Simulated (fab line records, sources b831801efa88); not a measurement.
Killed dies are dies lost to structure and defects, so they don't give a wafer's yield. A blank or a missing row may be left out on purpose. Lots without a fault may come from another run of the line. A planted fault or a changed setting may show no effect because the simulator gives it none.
Problem report in the 8D (eight disciplines) form, filled by code | flow gf180mcu | the parts of the form that need people (team, actions taken, sign-off) are left out

1. THE PROBLEM
STI_CVD_03_THK at GF_STI_THK_MEAS_04 reads a mean of 230.9 nm on 3 wafers of 1 lot; wafers without a fault read 206.7 nm with a standard deviation of 2.1. That is +12 standard deviations from the usual mean.
First seen on wafer L772.3, day 3 16:06, on film_metro-02. The record holds 33 wafers of 11 lots with a number at this step. Rule for "out", or "out of limits": more than 4 standard deviations from the usual mean. The other wafers with a number count as sound.

2. WHAT IT IS AND WHAT IT IS NOT
question                    | is                     | is not
which readings at this step | STI_CVD_03_THK         | -
which lots                  | L772                   | L766, L767, L768, L769, L774, L775, L779, L780, L781, L784
which wafers of those lots  | all that have a number | -
read on which gauges        | film_metro-02          | film_metro-03, film_metro-04
when                        | from day 3 16:06       | up to then (12 sound wafers); but 18 sound wafers of L774, L775, L779, L780, L781, L784 came after

3. SUSPECTS, AND WHAT RULES EACH OUT
Counting: a tool at a process step up to the reading stays a suspect if it ran every lot that is out and no sound lot after the first of them.
- the gauge at GF_STI_THK_MEAS_04: ruled out. All the wafers that are out were read on film_metro-02, but those of them that GF_STI_CVD_03 has rows for are out there too, on other tools.
- lpcvd-02 at GF_STI_CVD_03 (deposits Si3N4 from DCS/NH3, target thk 207.16 nm, time 3551 s): kept. It ran the lot that is out, L772 (day 3 13:06), and no sound lot after that; its last sound lot up to then is L768 (day 2 15:08). Its own readings are out on those wafers: spike_tc_centre_C, spike_tc_top_C, susceptor_temp_C.
Left after counting: lpcvd-02 at GF_STI_CVD_03.

4. THE CAUSE (what the simulator had put in)
Process parameter drift: lpcvd-02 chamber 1, from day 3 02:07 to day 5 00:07, at GF_STI_CVD_03. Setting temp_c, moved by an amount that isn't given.
Counting left only this tool.

5. THE CHAIN OF EFFECTS, in route order
Each row: a reading whose mean over the struck wafers that have a number lies more than 3 standard deviations from the usual. Only readings for which the record gives a usual standard deviation are gone through. hours: the time from each lot's start at the first step in this table that gives one to its start at this step, as a median over the lots. sigmas: the change in usual standard deviations.
hours | step               | reading           | usual      | on struck wafers | change | sigmas
0     | GF_STI_CVD_03      | spike_tc_centre_C | 771.8 C    | 778.7            | +6.9   | +6.3
0     | GF_STI_CVD_03      | spike_tc_lower_C  | 769.6 C    | 775.3            | +5.7   | +5.2
0     | GF_STI_CVD_03      | spike_tc_top_C    | 785.3 C    | 792.9            | +7.6   | +5.8
0     | GF_STI_CVD_03      | spike_tc_upper_C  | 769.8 C    | 774.5            | +4.7   | +3.1
0     | GF_STI_CVD_03      | susceptor_temp_C  | 769.97 C   | 775.83           | +5.86  | +20
3     | GF_STI_THK_MEAS_04 | STI_CVD_03_THK    | 206.7 nm   | 230.9            | +24.2  | +12
16    | GF_STI_ETCH_13     | oes_product_au    | 0.832 a.u. | 0.887            | +0.055 | +9.0
The process steps in it:
- GF_STI_CVD_03: deposits Si3N4 from DCS/NH3, target thk 207.16 nm, time 3551 s.
- GF_STI_ETCH_13: etches the open film in CHF3/O2, stops on Si, target depth 282.31 nm, time 112.9 s.
Later measuring or inspecting steps at which every struck wafer that the step has a row for has a number for every such reading, and none has moved that far: GF_M2_CD_MEAS_14, GF_M2_OVL_MEAS_15.

6. WHAT WOULD HAVE CAUGHT IT SOONER
In this record the first reading out of limits at a measuring or inspecting step was taken at day 3 16:06, 14 hours after the fault began at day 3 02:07.
The tool's own readings at GF_STI_CVD_03 were out on every struck wafer that the step has a row for (spike_tc_centre_C, spike_tc_top_C, susceptor_temp_C): an alarm limit on them would have fired on the first of those.
All the lots that are out (1) had begun GF_STI_CVD_03 on lpcvd-02 by day 3 16:06. A hold on the tool at that time would have spared none of them.
